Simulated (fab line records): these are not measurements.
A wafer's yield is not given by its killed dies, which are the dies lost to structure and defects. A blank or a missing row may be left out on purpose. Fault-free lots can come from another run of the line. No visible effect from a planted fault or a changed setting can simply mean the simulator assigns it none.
Problem report in the 8D (eight disciplines) form, filled by code    flow gf180mcu    the parts of the form that need people (team, actions taken, sign-off) are left out

1. WHAT IS WRONG
Mean NWELL_RS at GF_VT_IMPLANT_RS_MEAS_47: 510.6 ohm/sq over 6 wafers in 2 lots; fault-free wafers: 488.4 ohm/sq, standard deviation 1. That is +22 standard deviations from the usual mean.
The step: measures by four-point-probe.
First seen on wafer L659.2, day 13 02:20, on film-metro-04. The record holds 39 wafers of 13 lots with a number at this step. Rule for "out" (also "out of limits"): further than 4 standard deviations from the usual mean. The other wafers with a number count as sound.

2. WHAT IT IS AND WHAT IT IS NOT
question                     is                            is not
which readings at this step  NWELL_RS                      -
which lots                   L659, L660                    L639, L640, L642, L643, L645, L646, L649, L652, L653, L661, L662
which wafers of those lots   all that have a number        -
read on which gauges         film-metro-01, film-metro-04  film-metro-02
when                         from day 13 02:20             up to then (27 sound wafers); but 6 sound wafers of L661, L662 came after

3. SUSPECTS, AND WHAT RULES EACH OUT
Counting: a tool at a process step up to the reading stays a suspect if it ran every lot that is out and no sound lot after the first of them.
- the gauge at GF_VT_IMPLANT_RS_MEAS_47 has been ruled out. The wafers that are out were read on 2 gauges (film-metro-01, film-metro-04).
- implanter-03 at GF_NWELL_IMPLANT_09: kept. Every lot that is out went through it, starting with L659 (day 7 19:58), and after that it ran no sound lot; the last sound lot it ran before then is L652 (day 6 08:10). Its own readings are out on those wafers: dose-ions-cm2, faraday-current-uA.
After counting, what remains is implanter-03 at GF_NWELL_IMPLANT_09.

4. THE CAUSE (what the simulator had put in)
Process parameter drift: implanter-03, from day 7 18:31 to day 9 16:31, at GF_NWELL_IMPLANT_09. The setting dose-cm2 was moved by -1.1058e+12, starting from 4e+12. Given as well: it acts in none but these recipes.
The count eliminated every tool but this one.

5. SEQUENCE OF EFFECTS, ordered by route
Each row: a reading where the mean over the struck wafers with a number is more than 3 standard deviations away from the usual. Only readings whose record carries a usual standard deviation are examined. hours: median over the lots of the time between each lot's start at the first step of this table that gives one and its start at this step. sigmas: the change, counted in usual standard deviations.
hours  step                      reading             usual         on struck wafers  change  sigmas
0      GF_NWELL_IMPLANT_09       dose-ions-cm2       4e+12         3e+12             -1e+12  -99 or more
0      GF_NWELL_IMPLANT_09       faraday-current-uA  22.5          16.3              -6.2    -13
127    GF_VT_IMPLANT_RS_MEAS_47  NWELL_RS            488.4 ohm/sq  510.6             +22.2   +22
Here are the process steps it includes:
- GF_NWELL_IMPLANT_09
Later steps that measure or inspect, where all struck wafers having a row at the step show a number for every such reading and not one has moved that far: GF_VT_IMPLANT_RS_MEAS_49.

6. WHAT WOULD HAVE CAUGHT IT SOONER
Counted from the fault's start at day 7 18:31, it took 128 hours until the first out-of-limits reading at a measuring or inspecting step in this record, taken at day 13 02:20.
The tool's own readings at GF_NWELL_IMPLANT_09 were out on every struck wafer that the step has a row for (dose-ions-cm2, faraday-current-uA): an alarm limit on them would have fired on the first of those.
Each of the lots that are out, 2 in all, had begun GF_NWELL_IMPLANT_09 on implanter-03 no later than day 13 02:20. Had the tool been put on hold then, not one of them would have been saved.
